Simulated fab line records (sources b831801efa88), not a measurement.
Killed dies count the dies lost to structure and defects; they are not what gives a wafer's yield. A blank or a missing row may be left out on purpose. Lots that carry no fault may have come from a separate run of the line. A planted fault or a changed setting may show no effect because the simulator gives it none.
Matching of chambers    flow sky130    rieDiel-03 running SKY_SONOS_ONO_ETCH_15: 4 sister chambers
The step etches the open film in CHF3/O2, target depth 19.52 nm, time 7.8 s. 20 wafers are shown with their chamber, then 10 later ones without.

## WAFERS PAIRED WITH THEIR CHAMBERS
wafer   chamber  drypumpMotorCurrentA (A)  rfFwdPowerW (W)  oesProductAu (a.u.)
L075.1  0        5.7                       595              1.011
L075.2  3        5.1                       592              0.992
L075.3  1        5.8                       593              1.005
L075.4  2        5.1                       589              1.014
L075.5  2        5.1                       587              1.011
L075.6  3        5.1                       588              0.988
L074.3  2        5.1                       586              1.004
L074.4  3        5.1                       589              1.003
L074.6  0        5.7                       592              1.006
L079.1  0        5.7                       592              1.011
L079.3  2        5.1                       587              1.007
L079.5  3        5.1                       590              0.994
L080.2  3        5.1                       593              0.994
L080.5  1        5.8                       586              0.995
L080.6  0        5.7                       590              0.994
L085.1  2        5.1                       586              1.005
L085.2  1        5.7                       588              0.997
L085.3  0        5.7                       591              1.002
L090.1  2        5.1                       588              1.005
L090.2  3        5.1                       590              1.003

SIGNATURES, as means of the wafers listed above
reading               chamber 0  chamber 1  chamber 2  chamber 3  scatter within a chamber
drypumpMotorCurrentA  5.700      5.767      5.100      5.100      0.0204
rfFwdPowerW           592.00     589.00     587.17     590.33     2
oesProductAu          1.00480    0.99900    1.00767    0.99567    0.00572
Rule: a wafer's distance from a chamber is the root of the sum, over the readings, of the square of ((its reading less the chamber's mean) divided by the reading's scatter). The wafer belongs to the nearest chamber; if the next one is less than 2 further off, it can't be placed. The scatter is the square root of a quotient: the sum, over the shown wafers, of each reading's squared deviation from its chamber's mean, divided by wafers minus chambers.

## WAFERS WITH NO CHAMBER GIVEN
wafer   drypumpMotorCurrentA (A)  rfFwdPowerW (W)  oesProductAu (a.u.)
L090.6  5.1                       585              1.012
L091.1  5.1                       593              0.999
L091.2  5.7                       591              0.991
L091.3  5.1                       588              1.011
L091.4  5.8                       588              1.014
L091.5  5.1                       594              1.000
L091.6  5.1                       588              1.013
L096.1  5.1                       587              1.009
L096.3  5.7                       592              0.999
L096.4  5.8                       589              1.003

## CHAMBER TAKEN BY EACH
wafer   from the rows above      in truth
L090.6  2                        2
L091.1  can't be placed: 3 or 2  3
L091.2  can't be placed: 0 or 1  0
L091.3  2                        2
L091.4  1                        1
L091.5  can't be placed: 3 or 2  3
L091.6  2                        2
L096.1  2                        2
L096.3  0                        0
L096.4  1                        1
Correct placement for 7 of the 10. These rows do not allow placing 3 (true chamber among the candidates in 3). Placed wrongly: 0.
